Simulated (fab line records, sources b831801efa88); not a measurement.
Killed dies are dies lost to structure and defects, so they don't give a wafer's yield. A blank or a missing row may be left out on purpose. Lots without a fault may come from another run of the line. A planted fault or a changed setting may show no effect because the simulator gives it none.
fab line records | flow sky130
record lots=4 wafers=12 last_day=48
route steps=708 shown METAL2@491 VIA2@507 METAL3@532 PAD_OPEN@708
lots that met no fault: from a run of the same line without faults
start_h: hours from the record's first day to the start of the lot's first wafer shown | wait_h: hours since the lot's step before | " the same as in the row above | L1.1+2: a row that stands for several wafers | - no value, or no start given | * or withheld: withheld | < > ~ a bound
route shown NAME@n: a module of which the file shows steps, and the number in the route of the first | usual: mean/standard deviation of fault-free wafers | same: alike in all rows | chamber/n: place in a boat | sites: the reading at each site | _std_site: their standard deviation | _edge_site: outer sites' mean less inner sites' | radius_mm: how far each site lies from the wafer's centre | mask NAME#n: copy n | behind: the tool/chamber that last shaped the wafer | hold: why the lot was held/for how many hours/how that ended | device: the transistor (n, p or np) that didn't switch | end of line: the same wafers' tests at the end of the route | a step without rows: its recipe alone | killed: dies lost to structure and defects at the first sort, not the wafer's yield | map: a wafer's dies, x killed, . not, _ none there
set.NAME: the setting as run; set.NAME@STEP: as run at that earlier step | model.NAME: the simulator's own value behind a step, which no gauge read
lots at some steps of the route; a table a step, a row a wafer
services: from which hour (start_h, from the record's first day; less than 0 if before it) a tool's chamber was out of use, for how many hours, and why
## steps
# step SKY_METAL2_HMDS_08
# recipe prime_time_s=60 prime_temp_c=120
# step SKY_METAL2_COAT_09
# recipe resist=BARC temp_c=withheld time_s=withheld spin_rpm=3000 resist_thk_nm=60
# step SKY_METAL2_COAT_10
# recipe resist=KrF-thick spin_rpm=3000 resist_thk_nm=450
# step SKY_METAL2_SOFTBAKE_11
# recipe temp_c=100 time_s=90 resist=KrF-thick
# step SKY_METAL2_EXPOSE_12
# recipe mask_id=MM2 na=0.8 source_shape=annular sigma_inner=0.55 sigma_outer=0.85 target_cd_nm=140 dose_mj=28
# step SKY_METAL2_PEB_13
# recipe peb_temp_c=withheld peb_time_s=withheld resist=KrF-thick
# step SKY_METAL2_DEVELOP_14
# recipe develop_time_s=60 resist=KrF-thick dev_temp_c=21
# step SKY_METAL2_DESCUM_17
# recipe chemistry=O2 source_power_w=150 bias_power_w=0 pressure_mtorr=10 temp_c=40 time_s=8
# step SKY_METAL2_ETCH_18
# recipe chemistry=N2/H2 target=BARC ion_energy_ev=200 bias_w=100 pressure_mtorr=30 n2_flow_sccm=100 h2_flow_sccm=200 icp_w=500 stop_on=SiO2 time_s=45.9 target_depth_a=600
# step SKY_METAL2_METAL_ETCH_19
# recipe target_depth_a=3600 stop_on=SiO2 over_etch_frac=0.3 time_s=78 chemistry=Cl2/BCl3 resist_sidewall_deg=88 pressure_mtorr=10 icp_w=900 bias_w=48.5 Cl2_flow_sccm=60 bcl3_flow_sccm=30
# step SKY_METAL2_STRIP_20
# recipe chemistry=O2/N2 power_w=1400 pressure_mtorr=1500 platen_temp_c=withheld o2_flow_sccm=3000 n2_flow_sccm=300 overash_fraction=0.5
# usual drypump_motor_current_A=5.7/0.6 oes_product_au=0.343/0.0051 strip_time_to_endpoint_s=2.69/0.075
# columns lot.wafer tool chamber start_h wait_h drypump_motor_current_A oes_product_au rf_hours_counter_h strip_time_to_endpoint_s
L160.3 plasma_asher-02 0 865.63 0.1 5.7 0.344 - 2.80
L160.4 " 1 " " 5.6 0.337 - 2.61
L160.5 " 1 " " 5.7 0.342 - 2.60
L163.2 plasma_asher-02 1 883.70 0.1 5.7 0.348 45 2.74
L163.3 " 0 " " 5.6 0.345 - 2.76
L163.6 " 1 " " 5.7 0.356 - 2.72
L164.1 plasma_asher-02 0 890.60 0.1 5.6 0.339 46 2.67
L164.2 " 1 " " 5.7 0.341 46 2.72
L164.3 " 1 " " 5.7 0.351 - 2.71
L172.2 plasma_asher-01 1 923.49 0.1 5.3 0.337 84 2.83
L172.3 " 1 " " 5.3 0.346 - 2.78
L172.4 " 0 " " 6.0 0.342 - 2.63
# step SKY_METAL2_STRIP_21
# recipe chemistry=post_etch_residue_remover time_s=1200 temp_c=72.5
# step SKY_METAL2_CLEAN_22
# recipe chemistry=IPA time_s=180 temp_c=25
# step SKY_METAL2_CLEAN_23
# recipe chemistry=O3/DIW dry=n2_spin
# step SKY_VIA2_HDPCVD_00
# recipe material=SiO2 target_thk_nm=1180 sigma_open_frac=0.3 time_s=196.7 temp_c=400 sih4_flow_sccm=60 pressure_mtorr=6
# step SKY_VIA2_CMP_02
# recipe material=SiO2 down_force_psi=4 platen_rpm=60 pad_velocity_m_s=0.94248
# step SKY_VIA2_DEHYDRATE_04
# recipe temp_c=200 time_s=60
# step SKY_VIA2_HMDS_05
# recipe prime_time_s=60 prime_temp_c=120
# step SKY_VIA2_COAT_06
# recipe resist=BARC temp_c=withheld time_s=withheld spin_rpm=3000 resist_thk_nm=60
# step SKY_VIA2_COAT_07
# recipe resist=KrF-thick spin_rpm=3000 resist_thk_nm=450
# step SKY_VIA2_SOFTBAKE_08
# recipe temp_c=100 time_s=90 resist=KrF-thick
# step SKY_VIA2_EXPOSE_09
# recipe mask_id=VIM2 na=0.8 source_shape=annular sigma_inner=0.55 sigma_outer=0.85 target_cd_nm=200 dose_mj=38
# step SKY_VIA2_PEB_10
# recipe peb_temp_c=withheld peb_time_s=withheld resist=KrF-thick
# step SKY_VIA2_DEVELOP_11
# recipe develop_time_s=60 resist=KrF-thick dev_temp_c=21
# step SKY_VIA2_ETCH_14
# recipe chemistry=N2/H2 target=BARC ion_energy_ev=200 source_w=500 bias_w=100 pressure_mtorr=30 n2_flow_sccm=100 h2_flow_sccm=200 stop_on=SiO2 time_s=45.9 target_depth_a=600
# step SKY_VIA2_ETCH_15
# recipe target=SiO2 chemistry=C4F8/O2/Ar target_depth_nm=546 stop_on=TiN mask_material=KrF-thick source_w=1500 bias_w=1200 pressure_mtorr=40 c4f8_flow_sccm=withheld O2_flow_sccm=6 Ar_flow_sccm=300 time_s=84
# step SKY_VIA2_STRIP_16
# recipe chemistry=O2/N2 power_w=1400 pressure_mtorr=1500 platen_temp_c=withheld o2_flow_sccm=3000 n2_flow_sccm=300 overash_fraction=0.5
# step SKY_VIA2_STRIP_17
# recipe chemistry=post_etch_residue_remover time_s=1200 temp_c=72.5
# step SKY_VIA2_CLEAN_18
# recipe chemistry=IPA time_s=180 temp_c=25
# step SKY_VIA2_CLEAN_19
# recipe chemistry=O3/DIW dry=n2_spin
# step SKY_VIA2_SPUTTER_20
# recipe material=TiN target_thk_nm=20 chamber_pressure_pa=5 power_w=4000 time_s=80
# step SKY_VIA2_CVD_21
# recipe material=W target_thk_nm=420 time_s=126.4 temp_c=400 pressure_torr=40
# step SKY_VIA2_CMP_24
# recipe stop_on=SiO2 t_overpolish_s=20 down_force_psi=3.5 platen_rpm=60 target_thk_nm=0 pad_velocity_m_s=0.94248
# step SKY_METAL3_SPUTTER_00
# recipe material=Ti target_thk_nm=15 power_w=3000 time_s=10 chamber_pressure_pa=0.4
# step SKY_PAD_OPEN_PROBE_99
# usual defect_limited_yield=82.2/1.8 killed_at_M0_to_M3=42/6.1 killed_at_M4_up=3.3/1.7 killed_at_contacts=25/5.4 killed_at_front_end=16/4.6 killed_at_other=0.4/0.55 killed_dies=87/8.8 killed_on_rim=18/3.6 killed_open=47/7.1 killed_short=40/5.8 sort_bin_3_pad_short=0.9/0.45 sort_bin_5_function=10.7/1.4 sort_bin_6_memory=6.2/1.2 sort_n_pass=405/8.8 sort_yield_pct=82.2/1.8
# same gross_dies=492 killed_at_back_side=0 sort_bin_4_leakage[%]=0 sort_bin_8_speed[%]=0
# columns lot.wafer tool chamber start_h wait_h defect_limited_yield[%] killed_at_M0_to_M3 killed_at_M4_up killed_at_contacts killed_at_front_end killed_at_other killed_dies killed_on_rim killed_open killed_short sort_bin_3_pad_short[%] sort_bin_5_function[%] sort_bin_6_memory[%] sort_n_pass sort_yield_pct[%] model.etest.tester.sort_n_pass model.etest.tester.sort_yield_pct model.etest.tester.sort_bin_5_pct model.etest.tester.sort_bin_3_pct
L160.3 prober-02 - 1112.28 0.2 83.5 39 6 23 13 0 81 16 41 40 1.8 10.4 4.3 411 83.5 411 83.54 10.37 1.829
L160.4 prober-02 - 1112.33 0.2 83.5 37 2 22 20 0 81 22 49 32 1.4 8.3 6.7 411 83.5 411 83.54 8.333 1.423
L163.2 prober-02 - 1122.48 0.1 77.0 67 5 26 15 0 113 25 40 43 3.5 12.8 6.7 379 77.0 379 77.03 12.8 3.455
L163.3 prober-02 - 1122.53 0.2 80.9 37 4 36 17 0 94 18 54 40 1.2 11.6 6.3 398 80.9 398 80.89 11.59 1.22
L163.6 prober-02 - 1122.68 0.2 77.4 82 3 16 9 1 111 29 48 28 4.1 12.6 5.9 381 77.4 381 77.44 12.6 4.065
L164.1 prober-02 - 1129.87 0.1 80.3 52 0 33 12 0 97 16 58 39 0.2 13.4 6.1 395 80.3 395 80.28 13.41 0.2033
L164.2 prober-02 - 1129.92 0.1 75.0 77 4 21 21 0 123 33 46 43 3.7 16.1 5.3 369 75.0 369 75 16.06 3.659
L164.3 prober-02 - 1129.97 0.2 78.0 67 4 21 16 0 108 27 39 33 2.8 13.8 5.3 384 78.0 384 78.05 13.82 2.846
L172.2 prober-02 - 1155.73 0.1 82.3 40 3 32 11 1 87 20 55 32 0.4 10.2 7.1 405 82.3 405 82.32 10.16 0.4065
L172.3 prober-02 - 1155.78 0.2 80.7 47 2 27 19 0 95 16 56 39 0.6 14.6 4.1 397 80.7 397 80.69 14.63 0.6098
L172.4 prober-02 - 1155.83 0.2 86.8 23 2 28 12 0 65 15 33 32 0.8 7.5 4.9 427 86.8 427 86.79 7.52 0.813
# killed by level:class
L160.3 VIA1:geometric_particle:open=10 VIA2:geometric_particle:open=9 CONTACT:geometric_particle:open=9 FIELD_ISO:geometric_particle:short=6 METAL4:geometric_particle:short=6 LI_CONTACT:geometric_particle:short=4 METAL2:geometric_particle:short=4 METAL3:geometric_particle:short=4
L160.4 VIA1:geometric_particle:open=12 POLY_GATE:geometric_particle:short=9 CONTACT:geometric_particle:open=8 VIA2:geometric_particle:open=8 LI_CONTACT:geometric_particle:open=6 LOCAL_INTERCONNECT:geometric_particle:short=6 VIA3:geometric_particle:open=6 POLY_GATE:geometric_particle:open=5
L163.2 METAL2:unspecified=30 CONTACT:geometric_particle:open=9 LI_CONTACT:geometric_particle:open=7 VIA3:geometric_particle:open=7 CONTACT:geometric_particle:short=6 METAL2:geometric_particle:short=6 METAL1:geometric_particle:short=5 VIA1:geometric_particle:open=5
L163.3 CONTACT:geometric_particle:open=13 LI_CONTACT:geometric_particle:open=11 FIELD_ISO:geometric_particle:open=8 VIA1:geometric_particle:open=8 METAL2:geometric_particle:short=7 LI_CONTACT:geometric_particle:short=5 METAL1:geometric_particle:short=5 POLY_GATE:geometric_particle:short=4
L163.6 METAL2:unspecified=35 VIA1:geometric_particle:open=12 LI_CONTACT:geometric_particle:open=6 CONTACT:geometric_particle:open=6 VIA2:geometric_particle:open=6 VIA3:geometric_particle:open=6 VIA1:geometric_particle:short=5 METAL2:geometric_particle:short=5
L164.1 VIA1:geometric_particle:open=15 CONTACT:geometric_particle:open=14 LI_CONTACT:geometric_particle:open=8 VIA2:geometric_particle:open=7 CONTACT:geometric_particle:short=6 METAL2:geometric_particle:short=6 VIA1:geometric_particle:short=6 FIELD_ISO:geometric_particle:short=5
L164.2 METAL2:unspecified=34 VIA1:geometric_particle:open=14 CONTACT:geometric_particle:open=9 FIELD_ISO:geometric_particle:open=8 FIELD_ISO:geometric_particle:short=6 METAL3:geometric_particle:short=6 CONTACT:geometric_particle:short=5 METAL1:geometric_particle:short=5
L164.3 METAL2:unspecified=36 CONTACT:geometric_particle:open=10 VIA1:geometric_particle:open=6 LI_CONTACT:geometric_particle:open=6 METAL1:geometric_particle:short=5 FIELD_ISO:geometric_particle:short=4 CONTACT:geometric_particle:short=4 VIA1:geometric_particle:short=4
L172.2 CONTACT:geometric_particle:open=18 LI_CONTACT:geometric_particle:open=8 VIA1:geometric_particle:open=8 VIA2:geometric_particle:open=7 METAL1:geometric_particle:short=5 VIA3:geometric_particle:open=5 METAL2:geometric_particle:short=4 FIELD_ISO:geometric_particle:short=3
L172.3 CONTACT:geometric_particle:open=13 VIA2:geometric_particle:open=9 VIA3:geometric_particle:open=7 VIA1:geometric_particle:open=7 METAL1:geometric_particle:short=6 LI_CONTACT:geometric_particle:short=6 POLY_GATE:geometric_particle:short=5 LI_CONTACT:geometric_particle:open=5
L172.4 CONTACT:geometric_particle:open=10 LI_CONTACT:geometric_particle:open=5 LOCAL_INTERCONNECT:geometric_particle:short=5 CONTACT:geometric_particle:short=5 POLY_GATE:geometric_particle:short=4 VIA1:geometric_particle:open=4 METAL2:geometric_particle:short=4 VIA2:geometric_particle:open=4
# map L163.2 (x killed, . not)
__________...x......_________
________......xx......_______
______..xx..........x..x_____
_____...x..............x.____
____.xxx........x.........___
___....x..xx............x..__
__..x......................._
_.x.......x.....xx..xx..x...x
_......x......x...........x..
_......x....x..x....xx.....xx
_....x.........x..x..x......x
_.........................x.x
_...........xx..xx.....x...x.
_..................x...x..x..
_x...xx.....xx.xx..x...x..x..
__...xxx.....xx.x...x......._
___..x...x...........x..x..__
____.........x.......x.xx.___
_____.x..x...x.xxxx....x.____
______....x..xxxxxxxx..._____
________...xxxxxxxxx.x_______
__________.xxxxxxxxx_________
# map L164.2 (x killed, . not)
__________.....x...._________
________x...x....x..x._______
______.........x...x.x.x_____
_____.x...........xx.x...____
____.......xx...xxx.x.x...___
___....x.x......x.x........__
__.....x...................._
_.x....x...xx..x............x
_...x....x........x..x......x
_.x........x.......xx........
_...xx.....x..........x.....x
_......xx.....x..........x..x
_......xx.x...x.x.......x.x..
_.x..x...xx....x......x......
_.x..x....xx...xx............
__x....x...x.xxxx.........x._
___.x.....x..............x.__
____.......x...x.........x___
_____..........xxxxx....x____
______...x.xxxxxxxxxx.x._____
________x.xxxxxxxxxxxx_______
__________.xxxxxxxxx_________
## services
# columns tool chamber start_h hours kind
plasma_asher-01 - 867.36 0.5 repair
plasma_asher-01 - 887.87 1.1 repair
## key
first_sign step=SKY_PAD_OPEN_PROBE_99 reading=sort_bin_3_pad_short direction=up sigmas=5.9 usual=0.9 struck=3.5
effect step=SKY_PAD_OPEN_PROBE_99 reading=killed_at_M0_to_M3 direction=up sigmas=5 usual=42 struck=73
model_effect step=SKY_PAD_OPEN_PROBE_99 value=etest.tester.sort_n_pass without=407 struck=378.2
met_at SKY_METAL2_STRIP_20
struck_wafers L163.2,L163.6,L164.2,L164.3
onset_between 865.63 883.70
fault kind=chamber_particle_source tool=plasma_asher-02 chamber=1 onset_h=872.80 steps=SKY_METAL2_STRIP_20 rate_per_visit_cm2=1.9398 end_h=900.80
